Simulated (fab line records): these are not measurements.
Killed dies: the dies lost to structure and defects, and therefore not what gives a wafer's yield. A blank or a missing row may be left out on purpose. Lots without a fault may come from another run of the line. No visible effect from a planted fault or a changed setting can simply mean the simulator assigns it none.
Chamber matching	flow sky130	4 sister chambers for SKY_VIA1_CMP_02 on cmp-02
The step polishes SiO2. 4 wafers are shown with their chamber, then 7 later ones without.

## WAFERS WITH THEIR CHAMBER
wafer	chamber	motor-current-A (A)
L734.4	1	13.1
L735.4	0	11.4
L745.3	2	11.5
L745.4	3	11.1

## WAFERS WITH NO CHAMBER GIVEN
wafer	motor-current-A (A)
L745.6	10.8
L748.1	11.4
L748.4	11.3
L748.6	11.9
L752.4	11.5
L752.5	11.1
L752.6	10.4

## CHAMBER TAKEN BY EACH
wafer	from the rows above	in truth
L745.6	can't be placed: 3 or 0 or 2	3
L748.1	can't be placed: 0 or 2 or 3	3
L748.4	can't be placed: 0 or 2 or 3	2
L748.6	can't be placed: 2 or 0 or 3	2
L752.4	can't be placed: 2 or 0 or 3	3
L752.5	can't be placed: 3 or 0 or 2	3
L752.6	can't be placed: 3 or 0 or 2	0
Placed correctly: 0 of 7. These rows do not allow placing 7 (true chamber among the candidates in 7). Number placed wrongly: 0.
How it was worked out, from the rows above alone: a wafer's distance from a chamber is the root of the sum, over the readings, of the square of ((its reading less the chamber's mean) divided by the reading's scatter). The wafer belongs to the nearest chamber; if the next one is less than 2 further off, it can't be placed. A chamber's mean is the mean of its shown wafers. The scatter: with one shown wafer a chamber, the root of the mean of the squares of how far each hidden wafer lies from its nearest shown one.
